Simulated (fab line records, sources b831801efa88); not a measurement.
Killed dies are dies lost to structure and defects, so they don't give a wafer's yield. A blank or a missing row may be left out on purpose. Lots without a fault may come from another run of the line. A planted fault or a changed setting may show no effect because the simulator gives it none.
A struck lot beside a sound one | flow sky130 | 18 steps out of a route of 708
Sound: wafers L826.1, L826.2, L826.4. Struck: wafers L832.1, L832.2, L832.6. The cause comes at the end.
At each step with rows: each side's tool, then ch and its chambers, then its first start. Under that, the readings that differ: sound wafers | struck wafers | difference of the means | sigmas: that difference in standard deviations of wafers without a fault.
alike: readings whose means differ by less than 2 such deviations, and words and numbers that are the same on both sides. not compared: withheld readings, readings that some wafer has no value for, bounds like >300 that may hide the same value, and numbers for which the record gives no deviation and whose values overlap.
The two part at a step that has a row with sigmas, a row that says differs or no value, or rows on one side only. Numbers that don't overlap but have no deviation are shown without sigmas and don't part them. A reading that every wafer of one side lacks parts them only if that side has two wafers or more.

first, 9 steps without rows for these wafers: SKY_CAPM_CLEAN_17 (cleans in O3/DIW); SKY_METAL3_DEHYDRATE_05 (time 60 s); SKY_METAL3_HMDS_06 (prime time 60 s); SKY_METAL3_COAT_07 (resist thk 60 nm); SKY_METAL3_COAT_08 (resist thk 1140 nm); SKY_METAL3_SOFTBAKE_09 (time 90 s); SKY_METAL3_EXPOSE_10 (exposes mask MM3, target cd 300 nm); SKY_METAL3_PEB_11; SKY_METAL3_DEVELOP_12 (develop time 60 s).
SKY_METAL3_CD_MEAS_13: target cd 300 nm.
  sound on cd_sem-01, day 40 08:16; struck on cd_sem-02, day 41 17:25
  alike: cd_nm
SKY_METAL3_OVL_MEAS_14:
  sound on overlay-02, day 40 08:23; struck on overlay-02, day 41 17:32
  reading         | sound     | struck  | difference | sigmas
  METAL3_OVL (nm) | -4 -9 -10 | 11 5 -1 | +13        | +2
SKY_METAL3_DESCUM_15: chemistry O2, time 8 s.
  sound on rie_metal-01 ch 0,1, day 40 08:25; struck on rie_metal-01 ch 0,1, day 41 17:34
  reading               | sound             | struck            | difference | sigmas
  oes_product_au (a.u.) | 1.005 0.995 0.989 | 1.023 1.003 1.027 | +0.021     | +2
  alike: drypump_motor_current_A, he_backside_leak_sccm, temp_c
  not compared: rf_hours_counter_h
SKY_METAL3_ETCH_16: etches BARC in N2/H2, stops on SiO2, time 88.2 s, target depth 60 nm.
  sound on rie_metal-01 ch 0,1, day 40 08:27; struck on rie_metal-01 ch 0,1, day 41 17:36
  no value came back on the struck wafers for any of 6 readings (bias_w (W), chamber_pressure_mTorr (mTorr) and others); on the sound wafers bias_w (W) reads 100.29 100.14 100.33
  reading                                       | sound          | struck         | difference | sigmas
  model.KrF-thick_of_METAL3_COAT_08.thk_nm (nm) | 1074 1074 1077 | 1123 1128 1125 | +50        |
  not compared: rf_hours_counter_h
SKY_METAL3_ETCH_17: etches SiO2 in C4F8/O2/Ar, stops on TiN, time 3.9 s, target depth 15 nm.
  sound on rie_diel-04 ch 0,1,2, day 40 08:33; struck on rie_diel-02 ch 0,2,3, day 41 17:42
  reading               | sound             | struck            | difference | sigmas
  oes_product_au (a.u.) | 0.754 0.756 0.751 | 0.379 0.372 0.382 | -0.376     | -52
  alike: bias_w, chamber_pressure_mTorr
  not compared: rf_hours_counter_h
SKY_METAL3_METAL_ETCH_18: etches the open film in Cl2/BCl3, stops on SiO2, target depth 845 nm, time 183.1 s.
  sound on rie_metal-02 ch 0,1, day 40 08:34; struck on rie_metal-04 ch 0,1, day 41 17:43
  reading                                       | sound             | struck            | difference | sigmas
  oes_product_au (a.u.)                         | 0.872 0.868 0.868 | 0.379 0.377 0.371 | -0.494     | -66
  model.KrF-thick_of_METAL3_COAT_08.thk_nm (nm) | 526.1 516 531     | 584.3 586.4 585   | +60.9      |
  alike: bcl3_flow_sccm, bias_w, drypump_motor_current_A, he_backside_leak_sccm, throttle_valve_pct
  not compared: rf_hours_counter_h
SKY_METAL3_STRIP_19: strips in O2/N2.
  sound on plasma_asher-04 ch 0,1, day 40 08:44; struck on plasma_asher-03 ch 0,1, day 41 17:54
  reading                      | sound             | struck            | difference | sigmas
  oes_product_au (a.u.)        | 0.500 0.505 0.499 | 0.520 0.527 0.525 | +0.023     | +4
  strip_time_to_endpoint_s (s) | 6.52 6.42 6.56    | 7.10 7.12 7.10    | +0.61      | +8
  alike: drypump_motor_current_A
  not compared: rf_hours_counter_h
then, 1 step without rows for these wafers: SKY_METAL3_STRIP_20 (strips in post etch residue remover, time 1200 s).
-- the record jumps here: 7 days lie between the struck wafers' starts before and after (it left off in module METAL3 and takes up again in module PAD_OPEN, whose first step shown is number 708 of the route) --
SKY_PAD_OPEN_PROBE_99:
  sound on prober-02, day 47 06:35; struck on prober-01, day 48 09:21
  reading                  | sound          | struck         | difference | sigmas
  defect_limited_yield (%) | 81.3 84.8 81.7 | 0 0 0          | -83        | -43
  killed_at_M0_to_M3       | 48 42 44       | 456 451 452    | +408       | +62
  killed_dies              | 92 75 90       | 492 492 492    | +406       | +44
  killed_on_rim            | 21 17 20       | 96 96 96       | +77        | +20
  sort_bin_5_function (%)  | 12.4 10.2 11.0 | 94.7 92.5 92.7 | +82.1      | +59
  sort_n_pass              | 400 417 402    | 0 0 0          | -406       | -44
  sort_yield_pct (%)       | 81.3 84.8 81.7 | 0 0 0          | -83        | -43
  alike: killed_at_M4_up, killed_at_contacts, killed_at_front_end, killed_at_other, killed_open, killed_short, sort_bin_3_pad_short, sort_bin_6_memory

WHERE THEY PART
First at SKY_METAL3_OVL_MEAS_14; last, within this record, at SKY_PAD_OPEN_PROBE_99.

WHY: what the simulator had put in
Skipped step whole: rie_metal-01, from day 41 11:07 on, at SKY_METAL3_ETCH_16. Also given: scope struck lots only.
